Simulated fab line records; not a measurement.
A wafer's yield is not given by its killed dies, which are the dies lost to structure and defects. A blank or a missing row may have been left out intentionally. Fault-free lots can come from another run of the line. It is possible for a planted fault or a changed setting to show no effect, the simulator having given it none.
fab line records	flow gf180mcu
record lots=24	wafers=72	lastDay=34
route steps=602 shown CONTACT@310 M1@330 V3@432 M4@460 PASSIVATION@599
lots with no fault: from the same line, run without faults
startH: the number of hours between the record's first day and the start of the first shown wafer of the lot	waitH: hours from the lot's prior step to this one	" as in the row above	L1.1+2: one row covering several wafers at once	- no value, or no start was given	* or withheld: withheld	< > ~ a bound
route shown NAME@n: a module of which the file shows steps, and the number in the route of the first	usual: average and standard deviation across the fault-free wafers	same: alike in all rows	chamber/n: place in a boat	sites: readings site by site	_std_site: the values' standard deviation	_edge_site: outer sites' mean less inner sites'	radiusMm: for every site, how far away it sits from the centre of the wafer	mask NAME#n: copy n	behind: the last tool/chamber to shape the wafer	hold: the reason the lot was held/the length of the hold in hours/how it ended	device: names the non-switching transistor (n, p or np)	end of line: at the end of the route, the tests of the same wafers	step lacking rows: just its recipe	killed: at the first sort, the dies lost to defects and structure; wafer yield is something else	map: dies across one wafer; x = killed, . = not, _ = none there
set.NAME: the setting the step ran with; set.NAME@STEP: the setting that earlier step ran with	model.NAME: the simulator's own value behind a step, which no gauge read
one table for each step of the route and one row for each wafer, over a sample of lots
services: when a tool's chamber went out of use (startH, in hours from the record's first day, below 0 if earlier), for how many hours, and the reason
## steps
# step GF_CONTACT_SPUTTER_23
# recipe material=TiN	targetThkNm=10	chamberPressurePa=5	powerW=4000	timeS=40
# usual throttleValvePct=29.8/0.77
lot.wafer	tool	chamber	startH	waitH	throttleValvePct
L074.2	pvdSputter-04	-	362.68	0.0	30.0
L074.5	"	-	"	"	29.3
L074.6	"	-	"	"	29.3
L075.2	pvdSputter-04	-	368.52	0.0	29.7
L075.3	"	-	"	"	29.4
L075.4	"	-	"	"	29.8
L076.1	pvdSputter-03	-	378.88	0.0	29.4
L076.4	"	-	"	"	29.2
L076.5	"	-	"	"	28.8
L077.2	pvdSputter-04	-	383.42	0.0	29.3
L077.5	"	-	"	"	29.3
L077.6	"	-	"	"	29.1
L078.1	pvdSputter-03	-	396.52	0.0	29.8
L078.3	"	-	"	"	29.2
L078.5	"	-	"	"	29.3
L079.2	pvdSputter-01	-	411.66	0.0	29.1
L079.3	"	-	"	"	31.5
L079.4	"	-	"	"	30.2
L080.2	pvdSputter-04	-	419.08	0.0	29.2
L080.3	"	-	"	"	30.1
L080.4	"	-	"	"	29.6
L081.2	pvdSputter-04	-	428.65	0.0	30.1
L081.4	"	-	"	"	29.4
L081.6	"	-	"	"	29.6
L082.1	pvdSputter-01	-	437.94	0.0	30.5
L082.4	"	-	"	"	29.1
L082.6	"	-	"	"	30.2
L083.1	pvdSputter-01	-	442.78	0.0	31.8
L083.2	"	-	"	"	29.2
L083.6	"	-	"	"	30.1
L084.3	pvdSputter-01	-	460.31	0.0	30.2
L084.4	"	-	"	"	29.1
L084.6	"	-	"	"	31.4
L085.2	pvdSputter-03	-	465.70	0.0	29.3
L085.3	"	-	"	"	29.0
L085.6	"	-	"	"	29.1
L086.2	pvdSputter-04	-	469.97	0.0	29.6
L086.5	"	-	"	"	29.7
L086.6	"	-	"	"	29.5
L087.2	pvdSputter-03	-	477.83	0.0	29.1
L087.5	"	-	"	"	29.3
L087.6	"	-	"	"	29.1
L088.1	pvdSputter-01	-	485.43	0.0	31.6
L088.3	"	-	"	"	30.2
L088.5	"	-	"	"	31.9
L089.2	pvdSputter-01	-	495.21	0.0	29.3
L089.4	"	-	"	"	30.4
L089.6	"	-	"	"	30.3
L090.1	pvdSputter-01	-	501.32	0.0	31.7
L090.4	"	-	"	"	30.0
L090.6	"	-	"	"	29.2
L091.1	pvdSputter-01	-	508.02	0.0	31.6
L091.4	"	-	"	"	30.2
L091.5	"	-	"	"	30.0
L092.2	pvdSputter-01	-	518.78	0.0	31.7
L092.3	"	-	"	"	30.3
L092.4	"	-	"	"	30.5
L093.1	pvdSputter-03	-	529.94	0.0	29.3
L093.2	"	-	"	"	29.3
L093.6	"	-	"	"	29.6
L094.2	pvdSputter-03	-	537.47	0.0	30.1
L094.4	"	-	"	"	29.1
L094.5	"	-	"	"	29.1
L095.4	pvdSputter-01	-	544.57	0.0	30.3
L095.5	"	-	"	"	30.1
L095.6	"	-	"	"	31.7
L096.1	pvdSputter-03	-	555.08	0.0	29.5
L096.3	"	-	"	"	30.0
L096.4	"	-	"	"	29.1
L097.1	pvdSputter-04	-	556.03	0.0	29.7
L097.2	"	-	"	"	29.2
L097.3	"	-	"	"	29.3
# step GF_CONTACT_CMP_27
# recipe stopOn=SiO2	downForcePsi=3.5	platenRpm=60	tOverpolishS=15	targetThkNm=0	padVelocityMS=0.94248
# usual motorCurrentA=10.9/0.89	overpolishRunS=14.999/0.0095	platenRpm=60.00/0.037	timeToEndpointS=72.5/2.9
# same tOverpolishS=15
lot.wafer	tool	chamber	startH	waitH	motorCurrentA	overpolishRunS	platenRpm	timeToEndpointS
L074.2	cmp-01	2	363.05	0.1	9.7	15.005	60.07	78.2
L074.5	"	1	"	"	12.8	14.999	59.95	76.6
L074.6	"	2	"	"	9.9	15.000	60.02	77.7
L075.4	cmp-02	0	368.84	0.0	10.5	15.019	60.02	73.5
L075.2	"	1	"	"	10.8	15.011	60.00	77.1
L075.3	"	2	"	"	12.6	14.998	59.88	78.6
L076.4	cmp-02	2	379.20	0.0	12.1	15.009	60.01	78.1
L076.1	"	0	"	"	10.1	14.988	59.96	72.8
L076.5	"	3	"	"	9.7	14.982	59.93	75.0
L077.2	cmp-02	0	383.89	0.2	10.8	14.990	60.04	71.3
L077.6	"	1	"	"	11.7	15.002	59.96	72.1
L077.5	"	2	"	"	11.9	14.982	60.02	73.6
L078.3	cmp-02	2	396.84	0.0	11.8	15.014	59.99	73.9
L078.1	"	3	"	"	9.7	15.009	60.00	74.4
L078.5	"	3	"	"	9.7	14.997	60.06	73.9
L079.3	cmp-01	2	411.98	0.0	10.1	15.007	60.00	70.8
L079.2	"	3	"	"	10.9	15.000	59.97	72.0
L079.4	"	0	"	"	11.0	15.004	59.95	71.5
L080.3	cmp-01	0	419.44	0.1	10.7	15.006	60.01	69.8
L080.4	"	1	"	"	12.5	15.025	59.99	65.4
L080.2	"	2	"	"	9.9	14.987	59.99	70.8
L081.4	cmp-02	1	429.01	0.1	11.7	14.984	59.97	72.3
L081.2	"	2	"	"	12.0	14.992	59.99	71.8
L081.6	"	0	"	"	10.6	15.006	60.11	70.7
L082.1	cmp-01	2	438.35	0.1	10.0	14.998	60.03	72.7
L082.4	"	3	"	"	11.5	14.996	59.98	72.4
L082.6	"	1	"	"	11.8	14.990	59.97	69.0
L083.2	cmp-02	2	443.09	0.0	11.7	14.997	59.99	73.2
L083.1	"	3	"	"	9.9	14.997	59.96	71.0
L083.6	"	3	"	"	9.7	15.009	60.02	72.9
L084.4	cmp-02	3	461.35	0.7	9.3	14.995	60.00	72.8
L084.3	"	0	"	"	10.0	15.003	59.95	71.0
L084.6	"	3	"	"	10.0	15.001	60.03	71.9
L085.2	cmp-01	1	466.02	0.0	12.3	15.009	60.03	74.4
L085.3	"	3	"	"	11.1	14.997	60.03	75.0
L085.6	"	2	"	"	9.5	15.007	60.04	76.0
L086.2	cmp-01	1	470.39	0.1	12.3	15.001	59.98	71.6
L086.5	"	3	"	"	11.7	14.995	60.01	72.0
L086.6	"	0	"	"	11.0	15.005	60.00	72.1
L087.2	cmp-01	2	478.15	0.0	10.2	14.995	59.98	72.5
L087.6	"	2	"	"	10.1	14.997	59.99	72.1
L087.5	"	3	"	"	11.0	15.011	59.95	72.8
L088.3	cmp-02	3	485.85	0.1	9.6	15.000	59.99	70.2
L088.1	"	0	"	"	10.6	15.002	59.99	72.3
L088.5	"	1	"	"	10.7	15.012	59.99	76.1
L089.4	cmp-02	1	495.58	0.1	11.0	14.990	60.02	70.7
L089.2	"	3	"	"	9.3	14.985	60.03	73.3
L089.6	"	0	"	"	10.8	14.990	59.94	68.2
L090.4	cmp-02	0	501.64	0.0	10.0	15.001	60.04	73.2
L090.1	"	1	"	"	11.3	14.980	60.02	74.9
L090.6	"	1	"	"	11.1	14.988	60.01	76.4
L091.1	cmp-02	2	508.44	0.1	11.4	14.986	60.03	72.3
L091.4	"	3	"	"	9.7	14.987	59.93	71.3
L091.5	"	0	"	"	9.9	15.009	60.02	72.2
L092.4	cmp-01	2	519.09	0.0	10.0	14.983	59.89	66.2
L092.3	"	3	"	"	11.1	15.000	60.04	70.1
L092.2	"	1	"	"	12.2	15.012	59.98	65.2
L093.1	cmp-02	3	530.30	0.1	9.6	15.005	59.99	75.1
L093.2	"	1	"	"	11.1	14.999	59.99	69.5
L093.6	"	2	"	"	11.6	14.991	60.04	75.9
L094.4	cmp-01	2	537.92	0.2	10.1	14.976	59.94	70.1
L094.2	"	3	"	"	11.5	15.007	59.96	70.6
L094.5	"	1	"	"	12.3	14.987	59.99	65.5
L095.4	cmp-01	3	545.07	0.2	11.9	15.016	59.98	72.7
L095.5	"	0	"	"	10.4	15.001	59.93	70.1
L095.6	"	1	"	"	12.5	15.010	59.98	68.9
L096.4	cmp-02	3	555.40	0.0	9.9	14.997	59.99	73.8
L096.1	"	0	"	"	10.5	15.000	60.00	72.7
L096.3	"	2	"	"	11.4	14.996	59.96	73.5
L097.1	cmp-01	2	556.40	0.1	10.2	15.010	60.00	75.0
L097.2	"	3	"	"	11.4	15.001	59.97	72.7
L097.3	"	0	"	"	11.0	14.999	59.94	75.4
# step GF_M1_OVL_MEAS_15
# usual M1_OVL=1/5.9
lot.wafer	tool	chamber	startH	waitH	M1_OVL[nm]
L074.2	overlay-02	-	386.01	0.1	10
L074.5	"	-	"	"	-3
L074.6	"	-	"	"	7
L075.2	overlay-02	-	392.62	0.1	-1
L075.3	"	-	"	"	-5
L075.4	"	-	"	"	-5
L076.1	overlay-02	-	403.04	0.1	0
L076.4	"	-	"	"	4
L076.5	"	-	"	"	5
L077.2	overlay-02	-	408.04	0.1	-4
L077.5	"	-	"	"	-2
L077.6	"	-	"	"	7
L078.1	overlay-02	-	421.06	0.1	-3
L078.3	"	-	"	"	-7
L078.5	"	-	"	"	-1
L079.2	overlay-02	-	436.26	0.1	-1
L079.3	"	-	"	"	-6
L079.4	"	-	"	"	-2
L080.2	overlay-02	-	444.49	0.1	7
L080.3	"	-	"	"	-9
L080.4	"	-	"	"	5
L081.2	overlay-02	-	453.41	0.1	11
L081.4	"	-	"	"	9
L081.6	"	-	"	"	12
L082.1	overlay-02	-	462.91	0.1	-3
L082.4	"	-	"	"	2
L082.6	"	-	"	"	4
L083.1	overlay-01	-	467.46	0.1	9
L083.2	"	-	"	"	7
L083.6	"	-	"	"	4
L084.3	overlay-02	-	486.42	0.1	-1
L084.4	"	-	"	"	-6
L084.6	"	-	"	"	-6
L085.2	overlay-01	-	491.16	0.1	8
L085.3	"	-	"	"	4
L085.6	"	-	"	"	8
L086.2	overlay-02	-	494.31	0.1	6
L086.5	"	-	"	"	3
L086.6	"	-	"	"	1
L087.2	overlay-02	-	501.79	0.1	-8
L087.5	"	-	"	"	-3
L087.6	"	-	"	"	0
L088.1	overlay-01	-	509.83	0.1	15
L088.3	"	-	"	"	-1
L088.5	"	-	"	"	8
L089.2	overlay-02	-	519.51	0.1	-6
L089.4	"	-	"	"	-9
L089.6	"	-	"	"	-11
L090.1	overlay-01	-	525.39	0.1	2
L090.4	"	-	"	"	-8
L090.6	"	-	"	"	-4
L091.1	overlay-01	-	531.29	0.1	5
L091.4	"	-	"	"	5
L091.5	"	-	"	"	9
L092.2	overlay-02	-	542.14	0.1	0
L092.3	"	-	"	"	-7
L092.4	"	-	"	"	9
L093.1	overlay-01	-	553.50	0.1	4
L093.2	"	-	"	"	15
L093.6	"	-	"	"	11
L094.2	overlay-01	-	561.14	0.1	-5
L094.4	"	-	"	"	-6
L094.5	"	-	"	"	3
L095.4	overlay-01	-	568.02	0.1	12
L095.5	"	-	"	"	0
L095.6	"	-	"	"	1
L096.1	overlay-01	-	578.01	0.1	8
L096.3	"	-	"	"	7
L096.4	"	-	"	"	1
L097.1	overlay-02	-	578.71	0.1	-2
L097.2	"	-	"	"	1
L097.3	"	-	"	"	3
# step GF_V3_THK_MEAS_03
# recipe reads=SiO2_of_V3_CVD_02
# usual V3_CVD_02_THK=849/11
lot.wafer	tool	chamber	startH	waitH	V3_CVD_02_THK[nm]
L074.2	filmMetro-03	-	487.45	0.0	836
L074.5	"	-	"	"	847
L074.6	"	-	"	"	864
L075.2	filmMetro-02	-	494.67	0.0	835
L075.3	"	-	"	"	835
L075.4	"	-	"	"	849
L076.1	filmMetro-02	-	504.10	0.1	837
L076.4	"	-	"	"	850
L076.5	"	-	"	"	848
L077.2	filmMetro-03	-	510.36	0.0	833
L077.5	"	-	"	"	863
L077.6	"	-	"	"	858
L078.1	filmMetro-01	-	523.81	0.0	835
L078.3	"	-	"	"	834
L078.5	"	-	"	"	845
L079.2	filmMetro-02	-	538.13	0.0	834
L079.3	"	-	"	"	844
L079.4	"	-	"	"	847
L080.2	filmMetro-03	-	546.12	0.0	836
L080.3	"	-	"	"	845
L080.4	"	-	"	"	858
L081.2	filmMetro-03	-	554.77	0.0	847
L081.4	"	-	"	"	868
L081.6	"	-	"	"	862
L082.1	filmMetro-03	-	563.82	0.0	844
L082.4	"	-	"	"	860
L082.6	"	-	"	"	853
L083.1	filmMetro-03	-	566.48	0.0	844
L083.2	"	-	"	"	844
L083.6	"	-	"	"	854
L084.3	filmMetro-02	-	585.34	0.1	842
L084.4	"	-	"	"	856
L084.6	"	-	"	"	861
L085.2	filmMetro-02	-	588.11	0.0	864
L085.3	"	-	"	"	845
L085.6	"	-	"	"	876
L086.2	filmMetro-01	-	592.15	0.0	833
L086.5	"	-	"	"	841
L086.6	"	-	"	"	848
L087.2	filmMetro-03	-	597.72	0.0	834
L087.5	"	-	"	"	860
L087.6	"	-	"	"	849
L088.1	filmMetro-03	-	605.64	0.0	848
L088.3	"	-	"	"	849
L088.5	"	-	"	"	865
L089.2	filmMetro-02	-	615.19	0.0	839
L089.4	"	-	"	"	847
L089.6	"	-	"	"	854
L090.1	filmMetro-01	-	617.88	0.0	841
L090.4	"	-	"	"	854
L090.6	"	-	"	"	865
L091.1	filmMetro-01	-	624.07	0.0	831
L091.4	"	-	"	"	857
L091.5	"	-	"	"	852
L092.2	filmMetro-02	-	634.42	0.0	854
L092.3	"	-	"	"	854
L092.4	"	-	"	"	880
L093.1	filmMetro-03	-	643.77	0.0	855
L093.2	"	-	"	"	867
L093.6	"	-	"	"	866
L094.2	filmMetro-02	-	650.70	0.0	836
L094.4	"	-	"	"	842
L094.5	"	-	"	"	843
L095.4	filmMetro-01	-	658.92	0.0	866
L095.5	"	-	"	"	858
L095.6	"	-	"	"	858
L096.1	filmMetro-02	-	666.67	0.0	855
L096.3	"	-	"	"	852
L096.4	"	-	"	"	868
L097.1	filmMetro-01	-	667.34	0.0	837
L097.2	"	-	"	"	834
L097.3	"	-	"	"	839
# step GF_M4_SPUTTER_04
# recipe material=TiN	targetThkNm=50	powerW=6500	timeS=41.7	chamberPressurePa=0.4
# usual throttleValvePct=29.8/0.85
lot.wafer	tool	chamber	startH	waitH	throttleValvePct
L074.2	pvdSputter-04	-	513.61	0.0	29.8
L074.5	"	-	"	"	29.5
L074.6	"	-	"	"	29.4
L075.2	pvdSputter-01	-	520.51	0.0	31.6
L075.3	"	-	"	"	29.2
L075.4	"	-	"	"	30.0
L076.1	pvdSputter-04	-	529.84	0.0	29.3
L076.4	"	-	"	"	29.5
L076.5	"	-	"	"	29.2
L077.2	pvdSputter-04	-	535.31	0.0	29.8
L077.5	"	-	"	"	29.7
L077.6	"	-	"	"	29.3
L078.1	pvdSputter-04	-	548.94	0.0	29.5
L078.3	"	-	"	"	29.2
L078.5	"	-	"	"	29.6
L079.2	pvdSputter-04	-	563.10	0.0	29.6
L079.3	"	-	"	"	29.5
L079.4	"	-	"	"	29.7
L080.2	pvdSputter-01	-	570.57	0.0	29.1
L080.3	"	-	"	"	31.7
L080.4	"	-	"	"	30.2
L081.2	pvdSputter-01	-	578.97	0.0	29.2
L081.4	"	-	"	"	30.0
L081.6	"	-	"	"	30.2
L082.1	pvdSputter-02	-	587.85	0.0	28.2
L082.4	"	-	"	"	30.1
L082.6	"	-	"	"	28.7
L083.1	pvdSputter-02	-	589.86	0.0	28.2
L083.2	"	-	"	"	28.6
L083.6	"	-	"	"	30.1
L084.3	pvdSputter-04	-	608.77	0.0	29.4
L084.4	"	-	"	"	29.2
L084.6	"	-	"	"	29.2
L085.2	pvdSputter-04	-	611.20	0.0	29.3
L085.3	"	-	"	"	30.1
L085.6	"	-	"	"	29.4
L086.2	pvdSputter-01	-	614.68	0.0	29.2
L086.5	"	-	"	"	30.2
L086.6	"	-	"	"	32.0
L087.2	pvdSputter-02	-	620.33	0.0	28.5
L087.5	"	-	"	"	30.4
L087.6	"	-	"	"	28.6
L088.1	pvdSputter-01	-	628.01	0.0	30.1
L088.3	"	-	"	"	29.4
L088.5	"	-	"	"	30.4
L089.2	pvdSputter-02	-	637.84	0.0	30.4
L089.4	"	-	"	"	28.4
L089.6	"	-	"	"	28.5
L090.1	pvdSputter-01	-	640.29	0.0	30.5
L090.4	"	-	"	"	30.1
L090.6	"	-	"	"	31.5
L091.1	pvdSputter-02	-	646.18	0.0	28.6
L091.4	"	-	"	"	30.4
L091.5	"	-	"	"	28.7
L092.2	pvdSputter-02	-	656.56	0.0	30.1
L092.3	"	-	"	"	30.2
L092.4	"	-	"	"	28.7
L093.1	pvdSputter-01	-	665.50	0.0	30.3
L093.2	"	-	"	"	31.6
L093.6	"	-	"	"	30.4
L094.2	pvdSputter-02	-	671.97	0.0	30.4
L094.4	"	-	"	"	30.2
L094.5	"	-	"	"	29.1
L095.4	pvdSputter-02	-	680.70	0.0	30.1
L095.5	"	-	"	"	28.8
L095.6	"	-	"	"	28.3
L096.1	pvdSputter-04	-	687.32	0.0	29.9
L096.3	"	-	"	"	29.7
L096.4	"	-	"	"	29.3
L097.1	pvdSputter-01	-	687.86	0.0	29.3
L097.2	"	-	"	"	30.0
L097.3	"	-	"	"	30.4
# step GF_PASSIVATION_STRIP_12
# recipe chemistry=O2/N2	powerW=1400	pressureMtorr=1500	platenTempC=250	o2FlowSccm=3000	n2FlowSccm=300	overashFraction=0.5
# usual drypumpMotorCurrentA=5.83/0.22	heaterPowerW=330/12	oesProductAu=0.719/0.0042	stripTimeToEndpointS=33.00/0.2
lot.wafer	tool	chamber	startH	waitH	drypumpMotorCurrentA	heaterPowerW	oesProductAu	rfHoursCounterH	stripTimeToEndpointS
L074.2	plasmaAsher-02	0	670.13	0.1	5.60	336	0.719	87	33.18
L074.5	"	0	"	"	5.58	347	0.718	-	33.23
L074.6	"	1	"	"	6.05	309	0.722	-	33.27
L075.2	plasmaAsher-04	1	675.30	0.1	5.62	320	0.721	25	33.06
L075.3	"	0	"	"	5.68	322	0.726	-	33.08
L075.4	"	1	"	"	5.60	347	0.720	-	32.97
L076.1	plasmaAsher-04	1	683.36	0.1	5.59	316	0.711	26	32.84
L076.4	"	1	"	"	5.58	330	0.721	-	32.87
L076.5	"	1	"	"	5.61	335	0.719	-	32.92
L077.2	plasmaAsher-02	0	687.10	0.1	5.60	353	0.732	90	33.10
L077.5	"	1	"	"	6.06	315	0.718	-	33.19
L077.6	"	0	"	"	5.59	344	0.720	-	33.04
L078.1	plasmaAsher-03	0	699.43	0.1	5.81	325	0.718	110	32.76
L078.3	"	1	"	"	6.16	335	0.716	-	32.72
L078.5	"	0	"	"	5.84	326	0.719	-	32.74
L079.2	plasmaAsher-04	0	710.10	0.1	5.71	315	0.722	28	33.22
L079.3	"	0	"	"	5.71	320	0.724	-	33.24
L079.4	"	1	"	"	5.60	336	0.723	-	32.92
L080.2	plasmaAsher-02	0	717.83	0.1	5.59	344	0.720	93	32.82
L080.3	"	1	"	"	6.09	317	0.720	-	32.89
L080.4	"	0	"	"	5.60	347	0.719	-	32.79
L081.2	plasmaAsher-03	1	723.23	0.1	6.15	341	0.722	112	32.93
L081.4	"	1	"	"	6.15	340	0.721	-	32.83
L081.6	"	1	"	"	6.15	336	0.722	-	33.04
L082.1	plasmaAsher-03	1	729.78	0.1	6.17	330	0.714	113	32.90
L082.4	"	1	"	"	6.16	340	0.718	-	32.84
L082.6	"	0	"	"	5.79	319	0.722	-	32.76
L083.1	plasmaAsher-02	1	733.88	0.1	6.06	304	0.717	95	32.83
L083.2	"	0	"	"	5.61	346	0.713	95	33.38
L083.6	"	1	"	"	6.00	312	0.717	-	32.97
L084.3	plasmaAsher-02	0	747.99	0.2	5.58	347	0.720	-	32.69
L084.4	"	1	"	"	6.12	307	0.726	-	32.69
L084.6	"	1	"	"	6.09	306	0.723	-	32.82
L085.2	plasmaAsher-03	1	749.55	0.1	6.14	342	0.718	1	32.83
L085.3	"	0	"	"	5.84	330	0.718	-	32.94
L085.6	"	1	"	"	6.17	332	0.714	-	32.62
L086.2	plasmaAsher-03	0	754.60	0.1	5.84	337	0.716	1	32.62
L086.5	"	1	"	"	6.19	339	0.714	-	32.97
L086.6	"	0	"	"	5.85	329	0.718	-	32.91
L087.2	plasmaAsher-02	1	759.53	0.1	6.09	312	0.725	98	32.94
L087.5	"	1	"	"	6.08	304	0.719	-	32.91
L087.6	"	0	"	"	5.60	352	0.717	-	32.78
L088.1	plasmaAsher-04	1	762.80	0.1	5.59	337	0.714	33	33.06
L088.3	"	1	"	"	5.58	335	0.717	-	33.03
L088.5	"	0	"	"	5.71	323	0.715	-	32.96
L089.2	plasmaAsher-02	1	773.60	0.1	6.05	312	0.711	99	33.00
L089.4	"	0	"	"	5.59	346	0.725	-	33.30
L089.6	"	1	"	"	6.08	306	0.721	-	32.90
L090.1	plasmaAsher-04	1	774.23	0.1	5.57	321	0.715	34	33.48
L090.4	"	0	"	"	5.71	320	0.716	-	33.25
L090.6	"	1	"	"	5.60	329	0.720	-	33.34
L091.1	plasmaAsher-03	0	778.83	0.1	5.85	334	0.721	4	32.90
L091.4	"	1	"	"	6.16	337	0.718	-	33.29
L091.5	"	0	"	"	5.86	328	0.725	-	33.14
L092.2	plasmaAsher-04	0	786.58	0.1	5.70	320	0.715	36	32.92
L092.3	"	1	"	"	5.59	331	0.721	-	32.93
L092.4	"	0	"	"	5.69	320	0.721	-	33.00
L093.1	plasmaAsher-03	0	794.40	0.1	5.85	331	0.719	5	32.88
L093.2	"	1	"	"	6.19	340	0.721	5	33.12
L093.6	"	0	"	"	5.88	345	0.721	-	33.19
L094.2	plasmaAsher-03	0	797.43	0.1	5.82	337	0.720	6	33.12
L094.4	"	0	"	"	5.81	334	0.720	-	33.05
L094.5	"	0	"	"	5.83	332	0.716	-	33.20
L095.4	plasmaAsher-04	0	805.96	0.0	5.71	326	0.722	-	33.07
L095.5	"	0	"	"	5.72	317	0.716	-	33.11
L095.6	"	1	"	"	5.58	339	0.719	-	33.14
L097.1	plasmaAsher-03	1	811.23	0.1	6.20	344	0.714	7	32.56
L097.2	"	0	"	"	5.79	336	0.715	7	32.68
L097.3	"	1	"	"	6.17	336	0.708	-	32.68
L096.1	plasmaAsher-04	1	811.58	0.1	5.59	335	0.718	38	32.96
L096.3	"	1	"	"	5.62	328	0.721	-	32.93
L096.4	"	0	"	"	5.69	326	0.718	-	33.16
## services
tool	chamber	startH	hours	kind
cmp-02	-	341.57	4.6	repair
cmp-01	-	350.91	2.3	repair
pvdSputter-01	-	352.46	1.7	repair
cmp-02	-	371.68	2.1	repair
pvdSputter-04	-	385.60	0.6	repair
pvdSputter-04	-	401.00	3.5	repair
pvdSputter-01	-	406.68	1.0	repair
cmp-02	-	416.09	5.6	pm
cmp-02	-	437.52	5.4	pm
pvdSputter-04	-	571.17	1.8	repair
cmp-02	-	573.84	0.3	repair
cmp-02	-	577.52	4.0	pm
cmp-02	-	617.38	19.1	pm
pvdSputter-04	-	627.72	9.0	repair
pvdSputter-01	-	700.10	15.1	repair
pvdSputter-01	-	708.82	9.3	repair
cmp-02	-	710.16	4.3	repair
pvdSputter-04	-	715.67	1.9	repair
pvdSputter-04	-	764.94	5.0	repair
pvdSputter-01	-	778.21	0.5	repair
pvdSputter-04	-	781.55	1.1	repair
pvdSputter-04	-	782.15	3.9	repair
pvdSputter-04	-	782.40	3.5	repair
cmp-02	-	806.47	6.7	pm
## key
fault none
